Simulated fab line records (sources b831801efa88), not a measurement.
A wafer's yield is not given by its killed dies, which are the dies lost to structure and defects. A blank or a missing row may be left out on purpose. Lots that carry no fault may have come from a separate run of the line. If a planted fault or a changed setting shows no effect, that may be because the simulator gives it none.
Commonality check across tools	flow sky130	39 wafers sampled across 11 lots

## REASON IT WAS OPENED
At SKY_LDD_HVP_TW_MEAS_10 the reading LDD_HVP_TW is flagged on 2 of 11 lots. Wafers without a fault read 456, standard deviation 4.8.
Rule: a lot is flagged when every wafer of it that has a number lies more than 4 standard deviations from that mean, or none has a number. The rest of the lots are taken to be sound.

lot	measured	on	LDD_HVP_TW, wafer by wafer	flag
L778	day 21 19:02	film-metro-03	451 451 449	
L779	day 22 03:33	film-metro-03	455 451 451	
L781	day 22 18:59	film-metro-03	452 451 450	
L789	day 25 15:58	film-metro-01	482 484 482 481 480 482	FLAGGED
L790	day 26 03:06	film-metro-01	478 478 477 481 481 477	FLAGGED
L795	day 27 17:11	film-metro-04	464 462 462	
L796	day 28 07:25	film-metro-03	456 457 456	
L797	day 28 11:35	film-metro-01	457 458 455	
L798	day 28 14:02	film-metro-01	459 457 459	
L799	day 29 00:08	film-metro-03	450 454 453	
L800	day 29 10:28	film-metro-04	465 464 465	
The mean of the flagged lots' numbers is 480, +24 from the usual (+5 standard deviations).

## TOOL THAT RAN EACH LOT
3 process steps preceding the reading are held in the record, out of 708 steps in the route. Every cell lists first the tool, next ch and the chambers used by the sampled wafers, and last the start.
lot	flag	SKY_RES_PROTECT_STRIP_07	SKY_POLY_GATE_ETCH_15	SKY_LDD_HVP_IMPLANT_08
L778		plasma-asher-02 ch 0,1, day 15 07:12	rie-diel-01 ch 0,2,3, day 16 13:49	implanter-03 ch 0, day 21 18:47
L779		plasma-asher-02 ch 0,1, day 15 15:28	rie-diel-04 ch 0,2, day 16 20:45	implanter-02 ch 0, day 22 03:18
L781		plasma-asher-02 ch 0,1, day 16 05:10	rie-diel-01 ch 0,3, day 17 11:28	implanter-02 ch 0, day 22 18:46
L789	FLAGGED	plasma-asher-01 ch 0,1, day 19 01:05	rie-diel-04 ch 0,1,2, day 20 12:21	implanter-03 ch 0, day 25 15:44
L790	FLAGGED	plasma-asher-01 ch 1, day 19 15:44	rie-diel-01 ch 0,3, day 21 01:28	implanter-03 ch 0, day 26 02:52
L795		plasma-asher-04 ch 0,1, day 21 08:49	rie-diel-03 ch 1,2, day 22 17:48	implanter-04 ch 0, day 27 16:56
L796		plasma-asher-04 ch 0,1, day 21 19:12	rie-diel-01 ch 1,2,3, day 23 04:37	implanter-04 ch 0, day 28 07:10
L797		plasma-asher-04 ch 0,1, day 22 06:33	rie-diel-01 ch 1,3, day 23 14:34	implanter-02 ch 0, day 28 11:20
L798		plasma-asher-04 ch 0,1, day 22 07:55	rie-diel-01 ch 0,1,2, day 23 16:31	implanter-02 ch 0, day 28 13:47
L799		plasma-asher-01 ch 0,1, day 22 19:17	rie-diel-01 ch 2,3, day 24 02:51	implanter-02 ch 0, day 28 23:54
L800		plasma-asher-02 ch 0, day 23 06:24	rie-diel-04 ch 0,1,3, day 24 13:43	implanter-03 ch 0, day 29 10:13
What the steps here do:
- SKY_RES_PROTECT_STRIP_07: strips in O2/N2.
- SKY_POLY_GATE_ETCH_15: etches BARC in N2/H2, stops on SiO2, time 118.5 s, target depth 110 nm.
- SKY_LDD_HVP_IMPLANT_08
- SKY_LDD_HVP_TW_MEAS_10

## FLAGGED OVER TOTAL, TOOL BY TOOL (the gauges that took the reading come last)
step	tool	lots run	flagged	share of the flagged lots	sound lots run after its first flagged lot
SKY_RES_PROTECT_STRIP_07	plasma-asher-01	3	2	all	1 (L799)
SKY_RES_PROTECT_STRIP_07	plasma-asher-02	4	0	none	-
SKY_RES_PROTECT_STRIP_07	plasma-asher-04	4	0	none	-
SKY_POLY_GATE_ETCH_15	rie-diel-01	7	1	some	4 (L796,L797,L798,L799)
SKY_POLY_GATE_ETCH_15	rie-diel-03	1	0	none	-
SKY_POLY_GATE_ETCH_15	rie-diel-04	3	1	some	1 (L800)
SKY_LDD_HVP_IMPLANT_08	implanter-02	5	0	none	-
SKY_LDD_HVP_IMPLANT_08	implanter-03	4	2	all	1 (L800)
SKY_LDD_HVP_IMPLANT_08	implanter-04	2	0	none	-
SKY_LDD_HVP_TW_MEAS_10	film-metro-01	4	2	all	2 (L797,L798)
SKY_LDD_HVP_TW_MEAS_10	film-metro-03	5	0	none	-
SKY_LDD_HVP_TW_MEAS_10	film-metro-04	2	0	none	-

## WHAT IS ALLOWED BY THE TABLE
All flagged lots were run by 3 table rows, namely plasma-asher-01 at SKY_RES_PROTECT_STRIP_07, implanter-03 at SKY_LDD_HVP_IMPLANT_08, film-metro-01 at SKY_LDD_HVP_TW_MEAS_10.
- plasma-asher-01 at SKY_RES_PROTECT_STRIP_07: 2 of its 3 lots flagged. Lots that were sound ran on it after the first flagged one (L799); a persistent fault on the entire tool would not allow that.
- implanter-03 at SKY_LDD_HVP_IMPLANT_08: 2 of its 4 lots flagged. Lots that were sound ran on it after the first flagged one (L800); a persistent fault on the entire tool would not allow that. Its own readings (beam-energy-keV) fall more than 4 standard deviations out on all wafers of the flagged lots.
- film-metro-01 at SKY_LDD_HVP_TW_MEAS_10: 2 of its 4 lots flagged. Lots that were sound ran on it after the first flagged one (L797, L798); a persistent fault on the entire tool would not allow that.
Every row of the table either missed a flagged lot or ran a sound lot after the first.

## WHAT THE SIMULATOR HAD INSERTED
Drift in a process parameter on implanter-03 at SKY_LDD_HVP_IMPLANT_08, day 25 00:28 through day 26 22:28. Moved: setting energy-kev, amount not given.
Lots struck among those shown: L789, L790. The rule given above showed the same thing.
